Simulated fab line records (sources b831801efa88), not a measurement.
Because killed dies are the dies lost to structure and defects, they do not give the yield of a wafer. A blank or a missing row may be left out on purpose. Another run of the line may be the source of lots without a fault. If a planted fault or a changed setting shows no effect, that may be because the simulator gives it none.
fab line records + flow sky130
[record]
- lots = 7
- wafers = 21
- last-day = 50
route steps=708 shown POLY_GATE@213 RES_PROTECT@214
lots that met no fault: taken from a fault-free run of the same line
start-h: start of the lot's first displayed wafer, in hours after the record's first day + wait-h: hours from the lot's prior step to this one + " as in the row above + L1.1+2: several wafers, shown together as one row + - no value, or no start was given + * or withheld: withheld + < > ~ a bound
route shown NAME@n: a module of which the file shows steps, and the number in the route of the first + usual: mean and standard deviation over wafers with no fault + same: alike in all rows + chamber/n: place in a boat + sites: the reading at each site + _std_site: the values' standard deviation + _edge_site: inner sites' mean taken away from outer sites' mean + radius-mm: how far each site lies from the wafer's centre + mask NAME#n: copy n + behind: tool/chamber where the wafer was last shaped + hold: why the lot went on hold/how many hours it stayed there/how the hold came to an end + device: the n, p or np transistor that did not switch + end of line: tests of these same wafers at the route's end + step lacking rows: just its recipe + killed: the dies lost at the first sort to structure and to defects; this is not the yield of the wafer + map: per-die view of a wafer (x killed, . not killed, _ where there is no die)
set.NAME: the setting the step ran with; set.NAME@STEP: the setting that earlier step ran with + model.NAME: the simulator's own value behind a step, which no gauge read
lots seen at some steps along the route; tables by step, rows by wafer
services: when a tool's chamber went out of use (start-h, in hours from the record's first day, below 0 if earlier), for how many hours, and the reason
[[steps]]
[step SKY_POLY_GATE_IMPLANT_02]
[recipe]
- species = P
- energy-kev = 30
- dose-cm2 = 7.7e+15
- tilt-deg = 0
[step SKY_RES_PROTECT_STRIP_07]
[recipe]
- chemistry = O2/N2
- power-w = 1400
- pressure-mtorr = 1500
- platen-temp-c = withheld
- o2-flow-sccm = 3000
- n2-flow-sccm = 300
- overash-fraction = 0.5
[usual]
- drypump-motor-current-A = 5.80/0.24
- oes-product-au = 0.516/0.0052
- strip-time-to-endpoint-s = 23.32/0.041
[same]
- overash-fraction = 0.5
| lot.wafer | tool            | chamber | start-h | wait-h | drypump-motor-current-A | oes-product-au | rf-hours-counter-h | strip-time-to-endpoint-s |
|-----------|-----------------|---------|---------|--------|-------------------------|----------------|--------------------|--------------------------|
| L572.1    | plasma-asher-02 | 1       | 374.60  | 0.1    | 5.77                    | 0.517          | 24                 | 23.31                    |
| L572.2    | "               | 0       | "       | "      | 5.81                    | 0.517          | 24                 | 23.24                    |
| L572.4    | "               | 0       | "       | "      | 5.83                    | 0.512          | -                  | 23.24                    |
| L575.4    | plasma-asher-03 | 1       | 409.27  | 0.1    | 5.30                    | 0.526          | -                  | 23.40                    |
| L575.5    | "               | 0       | "       | "      | 6.06                    | 0.511          | -                  | 23.38                    |
| L575.6    | "               | 1       | "       | "      | 5.34                    | 0.511          | -                  | 23.40                    |
| L577.1    | plasma-asher-02 | 1       | 424.81  | 0.1    | 5.74                    | 0.514          | 29                 | 23.29                    |
| L577.2    | "               | 0       | "       | "      | 5.84                    | 0.516          | 29                 | 23.29                    |
| L577.4    | "               | 1       | "       | "      | 5.77                    | 0.522          | -                  | 23.29                    |
| L579.2    | plasma-asher-02 | 1       | 435.38  | 0.1    | 5.78                    | 0.510          | 29                 | 23.32                    |
| L579.3    | "               | 0       | "       | "      | 5.87                    | 0.526          | -                  | 23.30                    |
| L579.5    | "               | 1       | "       | "      | 5.79                    | 0.511          | -                  | 23.29                    |
| L578.2    | plasma-asher-03 | 1       | 435.60  | 0.1    | 5.31                    | 0.515          | 79                 | 23.30                    |
| L578.3    | "               | 1       | "       | "      | 5.30                    | 0.517          | -                  | 23.32                    |
| L578.5    | "               | 1       | "       | "      | 5.30                    | 0.503          | -                  | 23.30                    |
| L586.2    | plasma-asher-03 | 0       | 497.11  | 0.1    | 6.03                    | 0.519          | 85                 | 23.32                    |
| L586.3    | "               | 0       | "       | "      | 6.04                    | 0.521          | -                  | 23.33                    |
| L586.4    | "               | 1       | "       | "      | 5.33                    | 0.526          | -                  | 23.31                    |
| L591.2    | plasma-asher-03 | 0       | 529.01  | 0.1    | 6.07                    | 0.512          | 89                 | 23.31                    |
| L591.3    | "               | 0       | "       | "      | 6.05                    | 0.513          | -                  | 23.29                    |
| L591.6    | "               | 1       | "       | "      | 5.32                    | 0.514          | -                  | 23.29                    |
[step SKY_RES_PROTECT_TW_MEAS_08]
[usual]
- POLY_GATE_TW = 4033/29
| lot.wafer | tool          | chamber | start-h | wait-h | POLY_GATE_TW |
|-----------|---------------|---------|---------|--------|--------------|
| L572.1    | film-metro-03 | -       | 374.70  | 0.1    | 4044         |
| L572.2    | "             | -       | "       | "      | 4059         |
| L572.4    | "             | -       | "       | "      | 4032         |
| L575.4    | film-metro-02 | -       | 409.36  | 0.1    | 3982         |
| L575.5    | "             | -       | "       | "      | 3963         |
| L575.6    | "             | -       | "       | "      | 3980         |
| L577.1    | film-metro-03 | -       | 424.91  | 0.1    | 4070         |
| L577.2    | "             | -       | "       | "      | 4064         |
| L577.4    | "             | -       | "       | "      | 4069         |
| L579.2    | film-metro-03 | -       | 435.49  | 0.1    | 4058         |
| L579.3    | "             | -       | "       | "      | 4047         |
| L579.5    | "             | -       | "       | "      | 4051         |
| L578.2    | film-metro-01 | -       | 435.71  | 0.1    | 4018         |
| L578.3    | "             | -       | "       | "      | 4037         |
| L578.5    | "             | -       | "       | "      | 4030         |
| L586.2    | film-metro-01 | -       | 497.22  | 0.1    | 4036         |
| L586.3    | "             | -       | "       | "      | 4031         |
| L586.4    | "             | -       | "       | "      | 4027         |
| L591.2    | film-metro-02 | -       | 529.12  | 0.1    | 4021         |
| L591.3    | "             | -       | "       | "      | 3992         |
| L591.6    | "             | -       | "       | "      | 3996         |
[step SKY_RES_PROTECT_CLEAN_09]
[recipe]
- chemistry = SC1/SC2
- mix = 1:4:20
- temp-c = 70
- time-s = 150
- dry = n2-spin
[step SKY_POLY_GATE_CVD_03]
[recipe]
- material = Si3N4
- precursor = DCS/NH3
- target-thk-nm = 75
- temp-c = 770
- time-s = 1290
- pressure-mtorr = 250
[step SKY_POLY_GATE_THK_MEAS_04]
[recipe]
- reads = Si3N4_of_POLY_GATE_CVD_03
[usual]
- POLY_GATE_CVD_03_THK = 75.1/0.63
| lot.wafer | tool          | chamber | start-h | wait-h | POLY_GATE_CVD_03_THK[nm] |
|-----------|---------------|---------|---------|--------|--------------------------|
| L572.1    | film-metro-03 | -       | 377.48  | 0.0    | 74.5                     |
| L572.2    | "             | -       | "       | "      | 73.9                     |
| L572.4    | "             | -       | "       | "      | 75.2                     |
| L575.4    | film-metro-03 | -       | 412.86  | 0.1    | 75.2                     |
| L575.5    | "             | -       | "       | "      | 74.9                     |
| L575.6    | "             | -       | "       | "      | 74.6                     |
| L577.1    | film-metro-03 | -       | 426.66  | 0.0    | 74.4                     |
| L577.2    | "             | -       | "       | "      | 74.6                     |
| L577.4    | "             | -       | "       | "      | 74.5                     |
| L578.2    | film-metro-01 | -       | 438.85  | 0.0    | 75.8                     |
| L578.3    | "             | -       | "       | "      | 76.0                     |
| L578.5    | "             | -       | "       | "      | 75.6                     |
| L579.2    | film-metro-03 | -       | 438.85  | 0.0    | 75.0                     |
| L579.3    | "             | -       | "       | "      | 74.9                     |
| L579.5    | "             | -       | "       | "      | 75.3                     |
| L586.2    | film-metro-03 | -       | 498.71  | 0.0    | 73.9                     |
| L586.3    | "             | -       | "       | "      | 75.0                     |
| L586.4    | "             | -       | "       | "      | 74.4                     |
| L591.2    | film-metro-03 | -       | 530.60  | 0.0    | 75.2                     |
| L591.3    | "             | -       | "       | "      | 74.9                     |
| L591.6    | "             | -       | "       | "      | 75.2                     |
[step SKY_POLY_GATE_DEHYDRATE_05]
[recipe]
- temp-c = 200
- time-s = 60
[step SKY_POLY_GATE_HMDS_06]
[recipe]
- prime-time-s = 60
- prime-temp-c = 120
[step SKY_POLY_GATE_COAT_07]
[recipe]
- resist = BARC
- temp-c = withheld
- time-s = withheld
- spin-rpm = 3000
- resist-thk-nm = 110
[step SKY_POLY_GATE_COAT_08]
[recipe]
- resist = KrF-thick
- spin-rpm = 3000
- resist-thk-nm = 450
[step SKY_POLY_GATE_SOFTBAKE_09]
[recipe]
- temp-c = 100
- time-s = 90
- resist = KrF-thick
[step SKY_POLY_GATE_EXPOSE_10]
[recipe]
- mask-id = P1M
- na = 0.68
- source-shape = conventional
- sigma-outer = 0.6
- target-cd-nm = 150
- dose-mj = 28
[step SKY_POLY_GATE_PEB_11]
[recipe]
- peb-temp-c = withheld
- peb-time-s = withheld
- resist = KrF-thick
[usual]
- chill-plate-temp-C = *
- exhaust-pa = 45.2/0.91
| lot.wafer | tool           | chamber | start-h | wait-h | chill-plate-temp-C | exhaust-pa |
|-----------|----------------|---------|---------|--------|--------------------|------------|
| L572.1    | litho-track-02 | 0       | 404     | -      | *                  | 46.1       |
| L572.2    | "              | 0       | "       | "      | *                  | 46.3       |
| L572.4    | "              | 0       | "       | "      | *                  | 46.5       |
| L575.4    | litho-track-01 | -       | 444     | -      | -                  | -          |
| L575.5    | "              | -       | "       | "      | -                  | -          |
| L575.6    | "              | -       | "       | "      | -                  | -          |
| L577.1    | litho-track-04 | -       | 457     | -      | -                  | -          |
| L577.2    | "              | -       | "       | "      | -                  | -          |
| L577.4    | "              | -       | "       | "      | -                  | -          |
| L579.2    | litho-track-04 | -       | 469     | -      | -                  | -          |
| L579.3    | "              | -       | "       | "      | -                  | -          |
| L579.5    | "              | -       | "       | "      | -                  | -          |
| L578.2    | litho-track-04 | 0       | 470     | -      | *                  | 44.0       |
| L578.3    | "              | 0       | "       | "      | *                  | 45.9       |
| L578.5    | "              | 0       | "       | "      | *                  | 44.7       |
| L586.2    | litho-track-02 | 0       | 528     | -      | *                  | 48.0       |
| L586.3    | "              | 0       | "       | "      | *                  | 46.7       |
| L586.4    | "              | 0       | "       | "      | *                  | 47.4       |
| L591.2    | litho-track-02 | 0       | 559     | -      | *                  | 45.0       |
| L591.3    | "              | 0       | "       | "      | *                  | 45.1       |
| L591.6    | "              | 0       | "       | "      | *                  | 45.1       |
[step SKY_POLY_GATE_DEVELOP_12]
[recipe]
- develop-time-s = 60
- resist = KrF-thick
- dev-temp-c = 21
[[services]]
| tool            | chamber | start-h | hours | kind   |
|-----------------|---------|---------|-------|--------|
| plasma-asher-02 | -       | 427.56  | 5.8   | repair |
| plasma-asher-02 | -       | 527.09  | 2.8   | pm     |
[[key]]
[first-sign]
- step = SKY_POLY_GATE_PEB_11
- reading = tool-record
- direction = missing
effect none on later readings
met-at SKY_POLY_GATE_PEB_11
struck-wafers L575.4,L575.5,L575.6,L577.1,L577.2,L577.4,L579.2,L579.3,L579.5
later-rows-left-out L575.4,L575.5,L575.6,L577.1,L577.2,L577.4,L579.2,L579.3,L579.5
sort-left-out L575.4,L575.5,L575.6,L577.1,L577.2,L577.4,L579.2,L579.3,L579.5
tester-left-out L575,L577,L579
[fault]
- kind = skipped-step-whole
- tool = litho-track-01,litho-track-04
- chamber = -
- onset-h = 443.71
- steps = SKY_POLY_GATE_PEB_11
- scope = struck-lots-only
// tester-left-out: of these lots the tester's yield and bins aren't shown, on N5 and GAA mostly nor the transistor test; their killed dies are dies lost to structure and defects alone, not to doping, threshold or leakage, so they don't give the yield
// sort-left-out: the simulated sort isn't trusted on such a fault, so these wafers' sort isn't shown, and their yield isn't known
// later-rows-left-out: the simulator's readings of these wafers behind a module that went badly wrong aren't trusted and aren't shown, but for the sort
